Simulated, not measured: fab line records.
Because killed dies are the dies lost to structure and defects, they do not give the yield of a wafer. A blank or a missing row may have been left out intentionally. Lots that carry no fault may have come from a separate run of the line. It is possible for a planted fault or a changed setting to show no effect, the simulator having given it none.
Which tool did it? / flow sky130 / Sampling: 13 lots, 39 wafers, 5 of 708 route steps

WHAT EACH GAUGE READ, for each wafer
SKY_LDD_N_OVL_MEAS_07.
lot=L185; measured=day 17 15:37; on=overlay-02; LDD_N_OVL (nm)=1.0 -0.2 0.0
lot=L186; measured=day 18 04:10; on=overlay-01; LDD_N_OVL (nm)=-1.8 -0.8 1.2
lot=L187; measured=day 18 04:13; on=overlay-01; LDD_N_OVL (nm)=0.7 -0.5 1.3
lot=L189; measured=day 19 02:12; on=overlay-01; LDD_N_OVL (nm)=-2.6 -1.1 -1.0
lot=L191; measured=day 20 02:21; on=overlay-01; LDD_N_OVL (nm)=0.1 0.0 0.0
lot=L192; measured=day 20 08:01; on=overlay-01; LDD_N_OVL (nm)=2.2 1.9 1.1
lot=L194; measured=day 21 03:30; on=overlay-01; LDD_N_OVL (nm)=1.0 1.2 1.8
lot=L198; measured=day 22 15:13; on=overlay-01; LDD_N_OVL (nm)=3.0 2.5 1.7
lot=L200; measured=day 23 09:11; on=overlay-01; LDD_N_OVL (nm)=0.3 0.2 0.4
lot=L201; measured=day 23 18:45; on=overlay-01; LDD_N_OVL (nm)=1.1 0.5 -0.3
lot=L205; measured=day 25 03:19; on=overlay-01; LDD_N_OVL (nm)=0.1 1.4 0.5
lot=L207; measured=day 25 19:09; on=overlay-01; LDD_N_OVL (nm)=3.0 3.5 4.1
lot=L208; measured=day 25 23:13; on=overlay-01; LDD_N_OVL (nm)=-0.7 -1.6 -1.7

SKY_LDD_LDN_TW_MEAS_13.
lot=L185; measured=day 22 20:17; on=film metro-04; LDD_LDN_TW=1456 1451 1459
lot=L186; measured=day 23 10:02; on=film metro-02; LDD_LDN_TW=1496 1501 1490
lot=L187; measured=day 23 10:15; on=film metro-04; LDD_LDN_TW=1469 1456 1466
lot=L189; measured=day 24 06:28; on=film metro-01; LDD_LDN_TW=1492 1491 1490
lot=L191; measured=day 25 06:57; on=film metro-04; LDD_LDN_TW=1564 1564 1568 1574 1559 1567
lot=L192; measured=day 25 11:25; on=film metro-02; LDD_LDN_TW=1498 1489 1487
lot=L194; measured=day 26 05:28; on=film metro-02; LDD_LDN_TW=1499 1497 1491
lot=L198; measured=day 27 15:19; on=film metro-02; LDD_LDN_TW=1594 1589 1582 1585 1588 1583
lot=L200; measured=day 28 09:44; on=film metro-04; LDD_LDN_TW=1467 1473 1471
lot=L201; measured=day 28 16:52; on=film metro-04; LDD_LDN_TW=1464 1474 1468
lot=L205; measured=day 29 22:47; on=film metro-01; LDD_LDN_TW=1488 1496 1491
lot=L207; measured=day 30 14:25; on=film metro-04; LDD_LDN_TW=1463 1464 1462
lot=L208; measured=day 30 18:57; on=film metro-01; LDD_LDN_TW=1497 1491 1509

SKY_SPACER_THK_MEAS_01.
lot=L185; measured=day 22 21:53; on=film metro-01; SPACER_CVD_00_THK (nm)=43.2 43.2 43.0
lot=L186; measured=day 23 12:34; on=film metro-01; SPACER_CVD_00_THK (nm)=42.6 42.6 42.8
lot=L187; measured=day 23 12:34; on=film metro-03; SPACER_CVD_00_THK (nm)=42.9 43.4 42.6
lot=L189; measured=day 24 08:23; on=film metro-02; SPACER_CVD_00_THK (nm)=42.6 42.8 42.6
lot=L191; measured=day 25 16:09; on=film metro-01; SPACER_CVD_00_THK (nm)=43.0 42.9 43.1
lot=L192; measured=day 25 16:10; on=film metro-02; SPACER_CVD_00_THK (nm)=42.3 42.5 42.7
lot=L194; measured=day 26 09:47; on=film metro-03; SPACER_CVD_00_THK (nm)=42.4 42.4 42.5
lot=L198; measured=day 27 19:57; on=film metro-02; SPACER_CVD_00_THK (nm)=43.7 43.6 43.9
lot=L200; measured=day 28 11:04; on=film metro-02; SPACER_CVD_00_THK (nm)=43.6 43.5 43.6
lot=L201; measured=day 28 18:10; on=film metro-03; SPACER_CVD_00_THK (nm)=42.7 43.0 42.8
lot=L205; measured=day 30 00:52; on=film metro-02; SPACER_CVD_00_THK (nm)=43.1 43.1 42.9
lot=L207; measured=day 30 15:43; on=film metro-02; SPACER_CVD_00_THK (nm)=43.7 43.4 43.6
lot=L208; measured=day 30 20:34; on=film metro-02; SPACER_CVD_00_THK (nm)=43.0 43.0 42.9

WHAT TOOL EACH LOT RAN ON (gives the tool, then ch and the chambers of the sampled wafers, and finally the start)
lot=L185; SKY_LDD_HVP_STRIP_09=plasma asher-01 ch 0,1, day 21 13:29; SKY_LDD_LDN_IMPLANT_08=implanter-02 ch 0, day 22 19:38
lot=L186; SKY_LDD_HVP_STRIP_09=plasma asher-01 ch 0,1, day 22 02:03; SKY_LDD_LDN_IMPLANT_08=implanter-03 ch 0, day 23 09:20
lot=L187; SKY_LDD_HVP_STRIP_09=plasma asher-01 ch 0,1, day 22 02:25; SKY_LDD_LDN_IMPLANT_08=implanter-01 ch 0, day 23 09:33
lot=L189; SKY_LDD_HVP_STRIP_09=plasma asher-03 ch 0, day 22 23:34; SKY_LDD_LDN_IMPLANT_08=implanter-02 ch 0, day 24 05:47
lot=L191; SKY_LDD_HVP_STRIP_09=plasma asher-01 ch 0,1, day 24 00:12; SKY_LDD_LDN_IMPLANT_08=implanter-03 ch 0, day 25 05:56
lot=L192; SKY_LDD_HVP_STRIP_09=plasma asher-02 ch 0,1, day 24 05:12; SKY_LDD_LDN_IMPLANT_08=implanter-01 ch 0, day 25 10:44
lot=L194; SKY_LDD_HVP_STRIP_09=plasma asher-03 ch 0,1, day 24 23:39; SKY_LDD_LDN_IMPLANT_08=implanter-02 ch 0, day 26 04:46
lot=L198; SKY_LDD_HVP_STRIP_09=plasma asher-02 ch 0,1, day 26 09:25; SKY_LDD_LDN_IMPLANT_08=implanter-02 ch 0, day 27 14:18
lot=L200; SKY_LDD_HVP_STRIP_09=plasma asher-02 ch 1, day 27 04:33; SKY_LDD_LDN_IMPLANT_08=implanter-01 ch 0, day 28 09:04
lot=L201; SKY_LDD_HVP_STRIP_09=plasma asher-01 ch 0,1, day 27 11:40; SKY_LDD_LDN_IMPLANT_08=implanter-01 ch 0, day 28 16:10
lot=L205; SKY_LDD_HVP_STRIP_09=plasma asher-03 ch 0,1, day 28 18:37; SKY_LDD_LDN_IMPLANT_08=implanter-03 ch 0, day 29 22:05
lot=L207; SKY_LDD_HVP_STRIP_09=plasma asher-01 ch 0,1, day 29 09:43; SKY_LDD_LDN_IMPLANT_08=implanter-02 ch 0, day 30 13:43
lot=L208; SKY_LDD_HVP_STRIP_09=plasma asher-03 ch 0,1, day 29 14:33; SKY_LDD_LDN_IMPLANT_08=implanter-03 ch 0, day 30 18:15
- SKY_LDD_HVP_STRIP_09: strips in O2/N2.
- SKY_LDD_LDN_IMPLANT_08

AS READ BY THE TOOLS THEMSELVES (means over the sampled wafers that have a number; for cases with no such wafer, the mark the record gives instead)
SKY_LDD_HVP_STRIP_09.
lot=L185; tool=plasma asher-01; drypump motor current A (A)=6.2; n2 flow sccm (sccm)=299.2; oes product au (a.u.)=0.404; strip time to endpoint s (s)=4.124
lot=L186; tool=plasma asher-01; drypump motor current A (A)=6.2; n2 flow sccm (sccm)=299.9; oes product au (a.u.)=0.414; strip time to endpoint s (s)=4.136
lot=L187; tool=plasma asher-01; drypump motor current A (A)=6.2; n2 flow sccm (sccm)=300.0; oes product au (a.u.)=0.410; strip time to endpoint s (s)=4.132
lot=L189; tool=plasma asher-03; drypump motor current A (A)=6.7; n2 flow sccm (sccm)=300.4; oes product au (a.u.)=0.411; strip time to endpoint s (s)=4.133
lot=L191; tool=plasma asher-01; drypump motor current A (A)=6.4; n2 flow sccm (sccm)=300.6; oes product au (a.u.)=0.410; strip time to endpoint s (s)=4.119
lot=L192; tool=plasma asher-02; drypump motor current A (A)=5.5; n2 flow sccm (sccm)=300.1; oes product au (a.u.)=0.406; strip time to endpoint s (s)=4.163
lot=L194; tool=plasma asher-03; drypump motor current A (A)=6.4; n2 flow sccm (sccm)=301.7; oes product au (a.u.)=0.406; strip time to endpoint s (s)=4.138
lot=L198; tool=plasma asher-02; drypump motor current A (A)=5.5; n2 flow sccm (sccm)=300.1; oes product au (a.u.)=0.406; strip time to endpoint s (s)=4.135
lot=L200; tool=plasma asher-02; drypump motor current A (A)=5.4; n2 flow sccm (sccm)=300.0; oes product au (a.u.)=0.410; strip time to endpoint s (s)=4.137
lot=L201; tool=plasma asher-01; drypump motor current A (A)=6.2; n2 flow sccm (sccm)=300.2; oes product au (a.u.)=0.408; strip time to endpoint s (s)=4.146
lot=L205; tool=plasma asher-03; drypump motor current A (A)=6.5; n2 flow sccm (sccm)=299.3; oes product au (a.u.)=0.406; strip time to endpoint s (s)=4.137
lot=L207; tool=plasma asher-01; drypump motor current A (A)=6.4; n2 flow sccm (sccm)=300.6; oes product au (a.u.)=0.412; strip time to endpoint s (s)=4.144
lot=L208; tool=plasma asher-03; drypump motor current A (A)=6.4; n2 flow sccm (sccm)=299.0; oes product au (a.u.)=0.406; strip time to endpoint s (s)=4.142

THE ANSWER, worked out from the rows above alone
Rule: usual is defined by the lots themselves. Put in order of their means at a reading, lots are off if they are a third of the lots or fewer, leave a main group of 4 or more, and stand apart from it by a gap of 3 or more times the standard deviation of the main group's means; of several such gaps the widest counts. If all means in a main group match to the digits the tables above print for the reading, that group is not used. A lot without any number at a reading at which 4 lots or more have one is off too. The other lots that the step has rows for count as sound. Order of review: gauges by route order, followed by the tools' own readings, for which a lot's mean as printed above is used. At the first step where some lot is off, the reading lying furthest off is the one used; lots without a number count as furthest.
Off: L191, L198, at SKY_LDD_LDN_TW_MEAS_13 (LDD_LDN_TW). Main group: mean 1480, sd 15.
If a tool, at a process step before that reading, ran all the lots that are off and no sound lot after the first of them, it fits. Gauges at SKY_LDD_LDN_TW_MEAS_13: tried the same way as those tools. None of those tried fits.

WHAT THE SIMULATOR PUT IN
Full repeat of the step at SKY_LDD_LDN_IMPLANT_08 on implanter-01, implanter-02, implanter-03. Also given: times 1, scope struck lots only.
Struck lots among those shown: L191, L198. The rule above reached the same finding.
